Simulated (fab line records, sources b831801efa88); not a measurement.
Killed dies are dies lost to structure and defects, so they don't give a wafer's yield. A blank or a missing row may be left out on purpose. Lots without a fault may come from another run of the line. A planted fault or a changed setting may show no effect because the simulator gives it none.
Which tool did it? | flow gf180mcu | 13 lots, 39 wafers sampled, at 5 steps of a route of 602

WHAT THE GAUGES READ, wafer by wafer
GF_POLY_GATE_CD_MEAS_10: target cd 280 nm. Usual: cd_nm 280.3 nm, standard deviation 1.1.
lot  | measured     | on        | cd_nm (nm)        | flag
L619 | day 9 18:07  | cd_sem-01 | 281.1 280.7 281.1 |
L620 | day 10 00:43 | cd_sem-01 | 278.8 279.5 279.0 |
L621 | day 10 06:46 | cd_sem-02 | 280.1 282.0 281.3 |
L622 | day 10 17:10 | cd_sem-02 | 280.9 281.3 281.7 |
L625 | day 11 14:16 | cd_sem-02 | 280.2 279.1 281.7 |
L629 | day 12 21:10 | cd_sem-02 | 281.0 280.1 280.4 |
L630 | day 13 01:48 | cd_sem-02 | 279.4 278.6 278.6 |
L632 | day 13 17:17 | cd_sem-01 | 282.0 281.8 280.5 |
L634 | day 14 07:35 | cd_sem-02 | 280.7 280.3 280.4 |
L635 | day 14 15:46 | cd_sem-01 | 282.2 282.4 281.9 |
L637 | day 15 06:43 | cd_sem-02 | 280.4 280.4 279.5 |
L639 | day 15 21:38 | cd_sem-01 | 279.5 278.7 280.4 |
L640 | day 16 07:19 | cd_sem-01 | 280.4 281.2 281.8 |

GF_M1_CD_MEAS_14: target cd 230 nm. Usual: cd_nm 230.0 nm, standard deviation 1.4.
lot  | measured     | on        | cd_nm (nm)        | flag
L619 | day 17 17:31 | cd_sem-01 | 229.5 228.7 229.0 |
L620 | day 18 01:28 | cd_sem-02 | 229.9 229.1 229.0 |
L621 | day 18 12:25 | cd_sem-02 | 227.2 226.7 226.7 |
L622 | day 19 01:20 | cd_sem-01 | 227.6 229.6 228.4 |
L625 | day 20 02:35 | cd_sem-02 | 229.1 229.9 230.2 |
L629 | day 21 19:48 | cd_sem-02 | 227.6 226.8 228.2 |
L630 | day 21 23:25 | cd_sem-02 | 230.1 231.7 230.8 |
L632 | day 22 21:47 | cd_sem-01 | 230.9 227.6 229.8 |
L634 | day 23 16:26 | cd_sem-02 | 229.6 231.1 228.5 |
L635 | day 23 22:25 | cd_sem-02 | 232.0 231.4 231.2 |
L637 | day 24 09:05 | cd_sem-01 | 230.5 230.3 230.0 |
L639 | day 25 01:26 | cd_sem-02 | 230.8 230.6 228.9 |
L640 | day 25 09:22 | cd_sem-01 | 229.6 228.9 228.1 |

WHICH TOOL RAN EACH LOT (tool, then ch and the chambers of the sampled wafers, then the start)
lot  | GF_SAB_COAT_04                    | GF_SAB_STRIP_13                      | GF_M1_SPUTTER_01
L619 | litho_track-03 ch 0, day 15 06:03 | plasma_asher-03 ch 0,1, day 15 17:28 | pvd_sputter-02, day 16 18:16
L620 | litho_track-03 ch 0, day 15 13:39 | plasma_asher-01 ch 0,1, day 16 01:19 | pvd_sputter-04, day 17 02:24
L621 | litho_track-04 ch 0, day 15 23:31 | plasma_asher-03 ch 0,1, day 16 11:16 | pvd_sputter-03, day 17 12:45
L622 | litho_track-03 ch 0, day 16 12:17 | plasma_asher-01 ch 0,1, day 17 00:25 | pvd_sputter-04, day 18 02:13
L625 | litho_track-04 ch 0, day 17 11:50 | plasma_asher-03 ch 0,1, day 18 00:07 | pvd_sputter-04, day 19 02:19
L629 | litho_track-04 ch 0, day 19 04:04 | plasma_asher-03 ch 0,1, day 19 16:37 | pvd_sputter-02, day 20 20:01
L630 | litho_track-03 ch 0, day 19 07:33 | plasma_asher-03 ch 0,1, day 19 20:31 | pvd_sputter-02, day 20 23:40
L632 | litho_track-04 ch 0, day 20 06:11 | plasma_asher-01 ch 0,1, day 20 18:40 | pvd_sputter-03, day 21 21:32
L634 | litho_track-02 ch 0, day 21 02:56 | plasma_asher-04 ch 0,1, day 21 15:19 | pvd_sputter-02, day 22 17:46
L635 | litho_track-02 ch 0, day 21 08:46 | plasma_asher-04 ch 0,1, day 21 20:59 | pvd_sputter-04, day 22 23:38
L637 | litho_track-02 ch 0, day 21 21:11 | plasma_asher-01 ch 0,1, day 22 09:22 | pvd_sputter-04, day 23 10:39
L639 | litho_track-02 ch 0, day 22 13:53 | plasma_asher-01 ch 0, day 23 01:50   | pvd_sputter-02, day 24 03:13
L640 | litho_track-03 ch 0, day 22 23:33 | plasma_asher-03 ch 0,1, day 23 11:19 | pvd_sputter-04, day 24 12:28
- GF_SAB_COAT_04: resist thk 1000 nm.
- GF_SAB_STRIP_13: strips in O2/N2.
- GF_M1_SPUTTER_01: material TiN, target thk 30 nm, time 25 s.

WHAT THE TOOLS THEMSELVES READ (means of the sampled wafers that have a number; where no wafer has one, the mark that the record gives instead)
GF_SAB_STRIP_13. Usual: chamber_pressure_mTorr 1500.0 mTorr, standard deviation 1.4; drypump_motor_current_A 5.9 A, standard deviation 0.61; heater_power_w 320 W, standard deviation 33; oes_product_au 0.710 a.u., standard deviation 0.0042; strip_time_to_endpoint_s 12.64 s, standard deviation 0.038.
lot  | tool            | chamber_pressure_mTorr (mTorr) | drypump_motor_current_A (A) | heater_power_w (W) | oes_product_au (a.u.) | strip_time_to_endpoint_s (s) | flag
L619 | plasma_asher-03 | 1501.4                         | 5.7                         | 326                | 0.711                 | 12.65                        |
L620 | plasma_asher-01 | 1500.4                         | 5.7                         | 277                | 0.710                 | 12.61                        |
L621 | plasma_asher-03 | 1499.4                         | 6.1                         | 341                | 0.702                 | 12.64                        |
L622 | plasma_asher-01 | 1499.4                         | 5.8                         | 280                | 0.711                 | 12.60                        |
L625 | plasma_asher-03 | 1500.4                         | 5.7                         | 333                | 0.710                 | 12.64                        |
L629 | plasma_asher-03 | 1498.9                         | 5.7                         | 328                | 0.711                 | 12.79                        | OFF
L630 | plasma_asher-03 | 1500.0                         | 5.7                         | 335                | 0.707                 | 12.67                        |
L632 | plasma_asher-01 | 1499.9                         | 5.7                         | 278                | 0.711                 | 12.82                        | OFF
L634 | plasma_asher-04 | 1499.3                         | 6.0                         | 343                | 0.711                 | 12.60                        |
L635 | plasma_asher-04 | 1500.0                         | 6.0                         | 349                | 0.712                 | 12.63                        |
L637 | plasma_asher-01 | 1500.0                         | 6.1                         | 278                | 0.709                 | 12.63                        |
L639 | plasma_asher-01 | 1498.5                         | 5.4                         | 281                | 0.713                 | 12.67                        |
L640 | plasma_asher-03 | 1500.9                         | 5.7                         | 329                | 0.713                 | 12.55                        |

GF_M1_SPUTTER_01. Usual: throttle_valve_pct 29.6 %, standard deviation 1.1.
lot  | tool           | throttle_valve_pct (%) | flag
L619 | pvd_sputter-02 | 29.3                   |
L620 | pvd_sputter-04 | 28.8                   |
L621 | pvd_sputter-03 | 30.0                   |
L622 | pvd_sputter-04 | 28.4                   |
L625 | pvd_sputter-04 | 29.8                   |
L629 | pvd_sputter-02 | 30.4                   |
L630 | pvd_sputter-02 | 29.7                   |
L632 | pvd_sputter-03 | 30.6                   |
L634 | pvd_sputter-02 | 30.4                   |
L635 | pvd_sputter-04 | 29.2                   |
L637 | pvd_sputter-04 | 28.9                   |
L639 | pvd_sputter-02 | 29.9                   |
L640 | pvd_sputter-04 | 28.5                   |

THE ANSWER, worked out from the rows above alone
Rule: a lot is off if the mean of its wafers that have a number lies more than 3 standard deviations from the usual mean. A lot without any number at a reading at which 4 lots or more have one is off too. The other lots that the step has rows for count as sound. The gauges are gone through in route order, then the tools' own readings, and for those a lot's mean is taken as printed above. The first step at which some lot is off is used, and at that step the reading that is off furthest; a lot without a number counts as furthest.
Off: L629, L632, at GF_SAB_STRIP_13 (strip_time_to_endpoint_s).
A tool fits if, at that step or a process step before it, it ran every lot that is off, and no sound lot after the first of them. One fits: litho_track-04 at GF_SAB_COAT_04. Its last sound lot is L625 (day 17 11:50), its first lot that is off L629 (day 19 04:04): a fault that began between those two fits.

WHAT THE SIMULATOR HAD PUT IN
Process parameter drift: litho_track-04, from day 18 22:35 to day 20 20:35, at GF_SAB_COAT_04. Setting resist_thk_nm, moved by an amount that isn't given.
Lots struck among those shown: L629, L632. The rule above found the same.
